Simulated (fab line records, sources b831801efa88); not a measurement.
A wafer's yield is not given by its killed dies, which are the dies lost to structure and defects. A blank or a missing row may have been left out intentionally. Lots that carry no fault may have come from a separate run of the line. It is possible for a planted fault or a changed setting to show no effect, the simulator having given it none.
One fault seen from 2 desks | flow gf180mcu | each desk holds nothing but its own numbers, with what lay behind them at the end

== METROLOGY DESK ==
Means of the sampled wafers that have a number, per lot and without regard to the tool the lot ran on: this is what the gauges read. The brackets show how far a lot's mean lies from the usual mean; more than 4 standard deviations puts the lot out of limits, marked OUT.
Columns: A = V4_OVL at GF_V4_OVL_MEAS_15, usual 3 nm; B = M5_OVL at GF_M5_OVL_MEAS_08, usual -8 nm
lot  | first seen here | A  | B
L140 | day 24 20:17    | 1  | -12
L141 | day 24 22:39    | -3 | -7
L144 | day 26 01:41    | 4  | -11
L146 | day 26 08:56    | -2 | -12
L151 | day 28 03:15    | -2 | -7
L152 | day 28 08:02    | 1  | -9
L154 | day 28 23:17    | 0  | -11
L157 | day 29 22:54    | 1  | -1
L158 | day 30 05:54    | 6  | -8
L159 | day 30 08:30    | 4  | -11
L161 | day 31 01:47    | 12 | -4
L163 | day 31 08:02    | 4  | -7
This desk's verdict: no lot among the 12 shows anything out of limits.

== AT THE TOOL OWNER'S DESK: pvdSputter-03 ==
At GF_MIM_SPUTTER_09 (material TiN, target thk 35 nm, time 29.2 s) the tool's own readings: per lot run on this tool, the mean of the sampled wafers that have a number. The brackets show how far a lot's mean lies from the usual mean; more than 4 standard deviations puts the lot out of limits, marked OUT.
Columns: A = throttleValvePct at GF_MIM_SPUTTER_09, usual 30.9 %
lot  | first seen here | A
L141 | day 25 00:26    | 30.6
L154 | day 29 01:05    | 30.2
L157 | day 30 00:40    | 30.9
L158 | day 30 07:48    | 30.8
L159 | day 30 10:37    | 30.0
This desk's verdict: no lot among the 5 shows anything out of limits.

== TAKEN TOGETHER ==
At the metrology desk, nothing out of limits was observed.
The desk of the tool owner found nothing out of limits.

== WHAT WAS PUT IN BY THE SIMULATOR ==
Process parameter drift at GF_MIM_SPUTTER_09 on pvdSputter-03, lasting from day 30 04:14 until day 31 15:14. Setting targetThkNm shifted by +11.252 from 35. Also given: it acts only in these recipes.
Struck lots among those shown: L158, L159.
